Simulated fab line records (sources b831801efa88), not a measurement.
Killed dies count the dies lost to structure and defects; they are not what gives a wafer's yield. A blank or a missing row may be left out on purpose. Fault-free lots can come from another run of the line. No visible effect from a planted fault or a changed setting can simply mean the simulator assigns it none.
Split-lot trial / flow sky130 / on a route of 708 steps: 5 lots, 23 wafers read

== THE SPLIT ==
At SKY_LI_CONTACT_ETCH_14 (etches BARC in N2/H2, stops on SiO2, time 45.9 s, target depth 60 nm), the setting time-s was moved away from the recipe's 45.9 s on 5 of the 23 wafers read, by -8.6% to +7.1%. All remaining wafers had this setting at the recipe value.

The split's own step is where the reading is taken.

== THE READING ==
oes-product-au, in a.u., at SKY_LI_CONTACT_ETCH_14 (etches BARC in N2/H2, stops on SiO2, time 45.9 s, target depth 60 nm). Typical for fault-free wafers on this fab line: 0.854 a.u., with standard deviation 0.0044 a.u.

wafer=L076.2; tool, chamber at the split=rie-diel-01, 1; time-s as run, s=45.9; against the recipe=recipe; oes-product-au, a.u.=0.858; against lot-mates on the recipe=-
wafer=L076.4; tool, chamber at the split=rie-diel-01, 0; time-s as run, s=45.9; against the recipe=recipe; oes-product-au, a.u.=0.857; against lot-mates on the recipe=-
wafer=L076.5; tool, chamber at the split=rie-diel-01, 1; time-s as run, s=45.9; against the recipe=recipe; oes-product-au, a.u.=0.855; against lot-mates on the recipe=-
wafer=L077.1; tool, chamber at the split=rie-diel-01, 2; time-s as run, s=45.9; against the recipe=recipe; oes-product-au, a.u.=0.857; against lot-mates on the recipe=-
wafer=L077.2; tool, chamber at the split=rie-diel-01, 3; time-s as run, s=45.9; against the recipe=recipe; oes-product-au, a.u.=0.854; against lot-mates on the recipe=-
wafer=L077.4; tool, chamber at the split=rie-diel-01, 3; time-s as run, s=45.9; against the recipe=recipe; oes-product-au, a.u.=0.855; against lot-mates on the recipe=-
wafer=L077.5; tool, chamber at the split=rie-diel-01, 1; time-s as run, s=45.9; against the recipe=recipe; oes-product-au, a.u.=0.856; against lot-mates on the recipe=-
wafer=L077.6; tool, chamber at the split=rie-diel-01, 2; time-s as run, s=45.9; against the recipe=recipe; oes-product-au, a.u.=0.859; against lot-mates on the recipe=-
wafer=L082.1; tool, chamber at the split=rie-diel-02, 3; time-s as run, s=45.9; against the recipe=recipe; oes-product-au, a.u.=0.855; against lot-mates on the recipe=-
wafer=L082.2; tool, chamber at the split=rie-diel-02, 1; time-s as run, s=45.9; against the recipe=recipe; oes-product-au, a.u.=0.856; against lot-mates on the recipe=-
wafer=L082.3; tool, chamber at the split=rie-diel-02, 0; time-s as run, s=45.9; against the recipe=recipe; oes-product-au, a.u.=0.853; against lot-mates on the recipe=-
wafer=L082.4; tool, chamber at the split=rie-diel-02, 2; time-s as run, s=45.9; against the recipe=recipe; oes-product-au, a.u.=0.852; against lot-mates on the recipe=-
wafer=L082.6; tool, chamber at the split=rie-diel-02, 3; time-s as run, s=45.9; against the recipe=recipe; oes-product-au, a.u.=0.857; against lot-mates on the recipe=-
wafer=L083.1; tool, chamber at the split=rie-diel-01, 0; time-s as run, s=45.9; against the recipe=recipe; oes-product-au, a.u.=0.845; against lot-mates on the recipe=-
wafer=L083.2; tool, chamber at the split=rie-diel-01, 3; time-s as run, s=45.9; against the recipe=recipe; oes-product-au, a.u.=0.856; against lot-mates on the recipe=-
wafer=L083.3; tool, chamber at the split=rie-diel-01, 2; time-s as run, s=41.94; against the recipe=-8.6%; oes-product-au, a.u.=0.898; against lot-mates on the recipe=+0.047
wafer=L083.4; tool, chamber at the split=rie-diel-01, 1; time-s as run, s=41.94; against the recipe=-8.6%; oes-product-au, a.u.=0.910; against lot-mates on the recipe=+0.059
wafer=L083.6; tool, chamber at the split=rie-diel-01, 0; time-s as run, s=41.94; against the recipe=-8.6%; oes-product-au, a.u.=0.901; against lot-mates on the recipe=+0.050
wafer=L084.1; tool, chamber at the split=rie-diel-03, 1; time-s as run, s=49.16; against the recipe=+7.1%; oes-product-au, a.u.=0.847; against lot-mates on the recipe=-0.008
wafer=L084.2; tool, chamber at the split=rie-diel-03, 2; time-s as run, s=49.16; against the recipe=+7.1%; oes-product-au, a.u.=0.843; against lot-mates on the recipe=-0.012
wafer=L084.3; tool, chamber at the split=rie-diel-03, 3; time-s as run, s=45.9; against the recipe=recipe; oes-product-au, a.u.=0.858; against lot-mates on the recipe=-
wafer=L084.5; tool, chamber at the split=rie-diel-03, 0; time-s as run, s=45.9; against the recipe=recipe; oes-product-au, a.u.=0.852; against lot-mates on the recipe=-
wafer=L084.6; tool, chamber at the split=rie-diel-03, 3; time-s as run, s=45.9; against the recipe=recipe; oes-product-au, a.u.=0.856; against lot-mates on the recipe=-

FIT RESULTS
A straight line over all 23 wafers: oes-product-au changes by -0.00415 a.u. for each +1% of time-s; r = -0.91; the points scatter about the line by 0.0076 a.u.
The same after taking each lot's own level away (the mean of its wafers on the recipe; 23 wafers): -0.00451 a.u. for each +1%; r = -0.91; scatter 0.0081 a.u.
That fit puts the effect of the largest move of time-s on the reading at 0.039 a.u.
Across the lots, their own levels run from 0.8505 to 0.8567 a.u., a range of 1.4 times the standard deviation given above.
Hence the lot-to-lot level has little effect on the slope; both slopes agree.
Check: with one of the wafers moved furthest among these (-8.6%) left out of the fit, the line predicts +0.0409 a.u. for it against its lot-mates. It came out at +0.0475 a.u. against them.
Tool readings at the split's step, against how far the setting was moved: oes-product-au r = -0.91.

== THE FILE'S OWN FIT ==
oes-product-au changes by -0.00419 a.u. for each +1% of time-s, r = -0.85.
